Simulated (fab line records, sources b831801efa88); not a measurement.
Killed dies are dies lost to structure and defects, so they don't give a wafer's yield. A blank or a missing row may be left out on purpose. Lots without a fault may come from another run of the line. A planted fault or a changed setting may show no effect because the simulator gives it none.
Chamber matching | flow gf180mcu | GF_M5_ETCH_09 on rie_diel-02: 4 sister chambers
The step etches Si3N4 in CF4/O2, target depth 52 nm, time 11.6 s. 18 wafers are shown with their chamber, then 9 later ones without.

WAFERS WITH THEIR CHAMBER
wafer  | chamber | drypump_motor_current_A (A) | oes_product_au (a.u.) | throttle_valve_pct (%)
L269.2 | 2       | 6.5                         | 0.985                 | 5.963
L269.5 | 2       | 6.5                         | 0.996                 | 5.948
L269.6 | 1       | 5.6                         | 0.997                 | 5.966
L271.1 | 0       | 5.7                         | 0.988                 | 5.968
L271.2 | 2       | 6.5                         | 0.994                 | 5.964
L271.4 | 3       | 6.3                         | 1.011                 | 5.972
L273.2 | 3       | 6.3                         | 0.996                 | 5.969
L273.5 | 0       | 5.7                         | 0.984                 | 5.963
L273.6 | 3       | 6.4                         | 1.002                 | 5.980
L275.2 | 2       | 6.5                         | 0.981                 | 5.958
L275.3 | 1       | 5.6                         | 0.989                 | 5.976
L275.4 | 3       | 6.3                         | 0.999                 | 5.967
L276.1 | 1       | 5.6                         | 0.999                 | 5.964
L276.4 | 3       | 6.4                         | 1.004                 | 5.964
L276.6 | 1       | 5.6                         | 0.986                 | 5.972
L281.4 | 3       | 6.3                         | 1.007                 | 5.969
L281.5 | 0       | 5.7                         | 0.992                 | 5.978
L281.6 | 2       | 6.4                         | 0.997                 | 5.962

SIGNATURES (means of the wafers above)
reading                 | chamber 0 | chamber 1 | chamber 2 | chamber 3 | scatter within a chamber
drypump_motor_current_A | 5.700     | 5.600     | 6.480     | 6.333     | 0.039
oes_product_au          | 0.98800   | 0.99275   | 0.99060   | 1.00317   | 0.00598
throttle_valve_pct      | 5.96967   | 5.96950   | 5.95900   | 5.97017   | 0.00616
Rule: a wafer's distance from a chamber is the root of the sum, over the readings, of the square of ((its reading less the chamber's mean) divided by the reading's scatter). The wafer belongs to the nearest chamber; if the next one is less than 2 further off, it can't be placed. The scatter: the root of (the sum of the squares of (reading less its chamber's mean) over the shown wafers, divided by (wafers less chambers)).

WAFERS WITHOUT THEIR CHAMBER
wafer  | drypump_motor_current_A (A) | oes_product_au (a.u.) | throttle_valve_pct (%)
L283.3 | 6.4                         | 0.989                 | 5.966
L283.4 | 6.3                         | 0.999                 | 5.976
L283.5 | 5.7                         | 0.987                 | 5.969
L286.2 | 6.3                         | 1.007                 | 5.968
L286.4 | 6.3                         | 1.004                 | 5.978
L286.6 | 5.7                         | 1.000                 | 5.969
L287.1 | 5.7                         | 0.993                 | 5.959
L287.5 | 6.3                         | 0.996                 | 5.980
L287.6 | 6.5                         | 1.005                 | 5.935

WHICH CHAMBER EACH WENT THROUGH
wafer  | from the rows above     | in truth
L283.3 | can't be placed: 2 or 3 | 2
L283.4 | 3                       | 3
L283.5 | 0                       | 0
L286.2 | 3                       | 3
L286.4 | 3                       | 3
L286.6 | can't be placed: 0 or 1 | 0
L287.1 | can't be placed: 0 or 1 | 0
L287.5 | 3                       | 3
L287.6 | 2                       | 2
Placed correctly: 6 of 9. Can't be placed from these rows: 3 (the true chamber is among the candidates in 3). Placed wrongly: 0.
